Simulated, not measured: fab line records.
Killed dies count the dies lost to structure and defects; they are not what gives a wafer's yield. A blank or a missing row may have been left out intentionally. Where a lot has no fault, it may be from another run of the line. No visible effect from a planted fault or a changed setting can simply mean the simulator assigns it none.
Matching of chambers    flow sky130    SKY_CONTACT_CMP_04 on cmp-02: 4 sister chambers
The step polishes SiO2. 14 wafers are shown with their chamber, then 7 later ones without.

WAFERS, EACH WITH ITS CHAMBER
wafer   chamber  motor_current_A (A)  time_to_endpoint_s (s)
L318.1  2        14.8                 82
L318.3  0        10.9                 82
L318.6  2        14.6                 81
L320.3  0        11.1                 79
L320.5  1        10.4                 82
L320.6  0        11.7                 73
L319.2  1        11.1                 81
L319.3  3        12.5                 85
L319.4  0        11.9                 82
L321.3  1        11.2                 79
L321.5  0        11.5                 82
L321.6  1        11.2                 83
L330.1  3        12.0                 80
L330.4  1        11.2                 82

SIGNATURES, as means of the wafers listed above
reading             chamber 0  chamber 1  chamber 2  chamber 3  scatter within a chamber
motor_current_A     11.420     11.020     14.700     12.250     0.363
time_to_endpoint_s  79.60      81.40      81.50      82.50      2.89
Rule: a wafer's distance from a chamber is the root of the sum, over the readings, of the square of ((its reading less the chamber's mean) divided by the reading's scatter). The wafer belongs to the nearest chamber; if the next one is less than 2 further off, it can't be placed. The scatter: the root of (the sum of the squares of (reading less its chamber's mean) over the shown wafers, divided by (wafers less chambers)).

WAFERS WITHOUT THEIR CHAMBER
wafer   motor_current_A (A)  time_to_endpoint_s (s)
L330.5  11.2                 83
L331.2  11.6                 83
L331.4  11.0                 84
L331.5  11.4                 83
L332.1  15.4                 83
L332.3  11.4                 88
L332.5  12.7                 87

WHICH CHAMBER EACH WENT THROUGH
wafer   from the rows above           in truth
L330.5  can't be placed: 1 or 0       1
L331.2  can't be placed: 0 or 1 or 3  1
L331.4  can't be placed: 1 or 0       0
L331.5  can't be placed: 0 or 1 or 3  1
L332.1  2                             2
L332.3  can't be placed: 1 or 0 or 3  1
L332.5  3                             3
Correctly placed: 2 of 7. From these rows, 5 cannot be placed; in 5 the true chamber is one of the candidates. 0 placed wrongly.
